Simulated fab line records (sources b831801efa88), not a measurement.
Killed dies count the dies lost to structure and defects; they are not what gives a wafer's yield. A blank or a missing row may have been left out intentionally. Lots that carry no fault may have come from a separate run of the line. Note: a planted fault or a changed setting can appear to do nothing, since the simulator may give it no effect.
Which of the tools did it? | flow gf180mcu | at 1 step of a route of 602, 6 lots with 18 wafers sampled

== WHAT EACH GAUGE READ, for each wafer ==
GF_M2_CD_MEAS_14: target cd 280 nm.
lot  | measured     | on        | cd-nm (nm)
L390 | day 20 14:42 | cd-sem-02 | 279.3 279.4 279.1
L391 | day 21 01:46 | cd-sem-02 | 280.4 281.8 282.4
L395 | day 22 13:34 | cd-sem-02 | 280.9 281.5 283.3
L397 | day 23 02:40 | cd-sem-01 | 279.6 280.8 279.5
L402 | day 24 16:13 | cd-sem-02 | 278.1 278.6 277.5
L406 | day 25 20:16 | cd-sem-01 | 281.2 280.4 281.4

== EACH LOT AND THE TOOL THAT RAN IT (in order: tool; ch and the chambers of the sampled wafers; start) ==
Record: no process step prior to these readings.

== THE ANSWER, worked out from the rows above alone ==
Rule: the usual values come from the lots themselves. Put in order of their means at a reading, lots are off if they are a third of the lots or fewer, leave a main group of 4 or more, and stand apart from it by a gap of 3 or more times the standard deviation of the main group's means; of several such gaps the widest counts. A main group is skipped when, at the precision printed for the reading in the tables above, its means are all equal. A lot without any number at a reading at which 4 lots or more have one is off too. The other lots that the step has rows for count as sound.
Nothing can be told from this: no lot is off at any reading shown.

== WHAT WAS PUT IN BY THE SIMULATOR ==
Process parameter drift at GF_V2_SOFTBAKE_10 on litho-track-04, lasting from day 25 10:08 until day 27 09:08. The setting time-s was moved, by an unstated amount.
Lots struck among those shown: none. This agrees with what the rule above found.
